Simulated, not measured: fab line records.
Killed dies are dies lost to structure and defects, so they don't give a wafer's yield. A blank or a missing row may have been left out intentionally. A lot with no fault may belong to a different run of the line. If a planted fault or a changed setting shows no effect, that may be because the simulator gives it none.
The tool behind it: which one? / flow gf180mcu / route of 602 steps, sampled at 1 step: 6 lots, 18 wafers

WHAT THE GAUGES READ, wafer by wafer
GF_LVPWELL_TW_MEAS_11.
lot=L581; measured=day 4 09:41; on=film metro-04; LVPWELL_TW=555.8 557.1 556.8
lot=L587; measured=day 5 18:44; on=film metro-01; LVPWELL_TW=563.3 562.2 561.9
lot=L589; measured=day 6 03:17; on=film metro-01; LVPWELL_TW=562.9 562.3 561.9
lot=L592; measured=day 6 21:34; on=film metro-04; LVPWELL_TW=561.1 560.8 562.8
lot=L599; measured=day 8 12:45; on=film metro-04; LVPWELL_TW=556.2 558.4 559.9
lot=L601; measured=day 8 23:56; on=film metro-03; LVPWELL_TW=554.7 557.4 557.0

WHICH TOOL RAN EACH LOT (tool, then ch and the chambers of the sampled wafers, then the start)
The record holds no process step before these readings.

THE ANSWER, worked out from the rows above alone
Rule: the usual values come from the lots themselves. Put in order of their means at a reading, lots are off if they are a third of the lots or fewer, leave a main group of 4 or more, and stand apart from it by a gap of 3 or more times the standard deviation of the main group's means; of several such gaps the widest counts. If all means in a main group match to the digits the tables above print for the reading, that group is not used. Also off: a lot with no number at a reading for which 4 or more lots have one. All remaining lots with rows at the step are treated as sound.
No lot is off on any of the readings shown, so nothing can be concluded from this.

WHAT THE SIMULATOR PUT IN
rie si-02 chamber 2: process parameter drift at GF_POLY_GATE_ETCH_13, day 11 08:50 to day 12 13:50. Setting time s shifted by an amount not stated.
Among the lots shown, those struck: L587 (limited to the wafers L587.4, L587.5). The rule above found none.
